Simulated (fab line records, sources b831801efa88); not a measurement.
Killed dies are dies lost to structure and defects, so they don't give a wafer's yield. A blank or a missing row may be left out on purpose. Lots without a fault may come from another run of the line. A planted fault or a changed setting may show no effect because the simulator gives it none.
Which tool did it? | flow gf180mcu | 6 lots, 18 wafers sampled, at 2 steps of a route of 602

WHAT THE GAUGES READ, wafer by wafer
GF_HV_LDD_CD_MEAS_19: target cd 400 nm.
lot  | measured     | on        | cd_nm (nm)
L729 | day 11 03:57 | cd_sem-02 | 395.7 395.0 397.7
L733 | day 12 13:31 | cd_sem-02 | 402.5 403.8 402.6
L737 | day 13 17:37 | cd_sem-02 | 397.6 397.7 396.7
L740 | day 15 02:07 | cd_sem-01 | - - -
L747 | day 17 06:28 | cd_sem-02 | 399.6 400.9 402.1
L749 | day 17 15:57 | cd_sem-01 | 402.0 401.7 401.5

WHICH TOOL RAN EACH LOT (tool, then ch and the chambers of the sampled wafers, then the start)
lot  | GF_HV_LDD_COAT_14
L729 | litho_track-01 ch 0, day 10 18:27
L733 | litho_track-01 ch 0, day 12 03:07
L737 | litho_track-02 ch 0, day 13 08:00
L740 | litho_track-01, day 14 15:40
L747 | litho_track-04 ch 0, day 16 18:38
L749 | litho_track-01 ch 0, day 17 05:09
- GF_HV_LDD_COAT_14: resist thk 1000 nm.

THE ANSWER, worked out from the rows above alone
Rule: what is usual is taken from the lots themselves. Put in order of their means at a reading, lots are off if they are a third of the lots or fewer, leave a main group of 4 or more, and stand apart from it by a gap of 3 or more times the standard deviation of the main group's means; of several such gaps the widest counts. A main group whose means are all the same, to the digits that the tables above print for the reading, isn't used. A lot without any number at a reading at which 4 lots or more have one is off too. The other lots that the step has rows for count as sound.
Off: L740, at GF_HV_LDD_CD_MEAS_19 (cd_nm). Without a number there: L740. The main group: mean 399.8 nm, standard deviation 2.6.
A tool fits if, at a process step before that reading, it ran every lot that is off, and no sound lot after the first of them. The gauges at GF_HV_LDD_CD_MEAS_19 are tried like those tools. None of those tried fits.

WHAT THE SIMULATOR HAD PUT IN
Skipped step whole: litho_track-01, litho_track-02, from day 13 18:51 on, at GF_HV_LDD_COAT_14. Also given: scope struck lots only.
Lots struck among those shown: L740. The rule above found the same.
